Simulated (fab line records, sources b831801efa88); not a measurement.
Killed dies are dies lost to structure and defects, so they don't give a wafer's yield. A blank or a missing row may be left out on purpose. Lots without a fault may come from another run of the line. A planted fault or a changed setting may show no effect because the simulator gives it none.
Which tool did it? | flow gf180mcu | 6 lots, 16 wafers sampled, at 3 steps of a route of 602

WHAT THE GAUGES READ, wafer by wafer
GF_V3_THK_MEAS_03.
lot  | measured     | on            | V3_CVD_02_THK (nm)
L816 | day 21 19:38 | film_metro-02 | 837 836 857
L820 | day 23 13:47 | film_metro-02 | 845 854 867
L822 | day 24 04:33 | film_metro-03 | 855 842 856
L824 | day 24 20:34 | film_metro-02 | 848 855 851
L828 | day 26 03:21 | film_metro-01 | 848 1219
L834 | day 27 19:40 | film_metro-02 | 830 1217

WHICH TOOL RAN EACH LOT (tool, then ch and the chambers of the sampled wafers, then the start)
lot  | GF_V2_SPUTTER_21             | GF_V3_CVD_02
L816 | pvd_sputter-02, day 20 18:05 | pecvd-04 ch 0,2, day 21 19:34
L820 | pvd_sputter-03, day 22 12:44 | pecvd-03 ch 0,1,2, day 23 13:41
L822 | pvd_sputter-02, day 23 04:23 | pecvd-03 ch 1,2, day 24 04:28
L824 | pvd_sputter-02, day 23 20:49 | pecvd-01 ch 0,1,2, day 24 20:30
L828 | pvd_sputter-04, day 25 03:51 | pecvd-03 ch 0,1, day 26 03:16
L834 | pvd_sputter-02, day 26 21:55 | pecvd-03 ch 0,2, day 27 19:34
- GF_V2_SPUTTER_21: material Ti, target thk 15 nm, time 80.02 s.
- GF_V3_CVD_02: deposits SiO2 from TEOS, target thk 850 nm, time 94.851 s.

THE ANSWER, worked out from the rows above alone
Rule: what is usual is taken from the lots themselves. Put in order of their means at a reading, lots are off if they are a third of the lots or fewer, leave a main group of 4 or more, and stand apart from it by a gap of 3 or more times the standard deviation of the main group's means; of several such gaps the widest counts. A main group whose means are all the same, to the digits that the tables above print for the reading, isn't used. A lot without any number at a reading at which 4 lots or more have one is off too. The other lots that the step has rows for count as sound.
Off: L828, L834, at GF_V3_THK_MEAS_03 (V3_CVD_02_THK). The main group: mean 850 nm, standard deviation 4.3.
A tool fits if, at a process step before that reading, it ran every lot that is off, and no sound lot after the first of them. The gauges at GF_V3_THK_MEAS_03 are tried like those tools. One fits: pecvd-03 at GF_V3_CVD_02. Its last sound lot is L822 (day 24 04:28), its first lot that is off L828 (day 26 03:16): a fault that began between those two fits.

WHAT THE SIMULATOR HAD PUT IN
Process parameter drift: pecvd-03, from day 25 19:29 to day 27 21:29, at GF_V3_CVD_02. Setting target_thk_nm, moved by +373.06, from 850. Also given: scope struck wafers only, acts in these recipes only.
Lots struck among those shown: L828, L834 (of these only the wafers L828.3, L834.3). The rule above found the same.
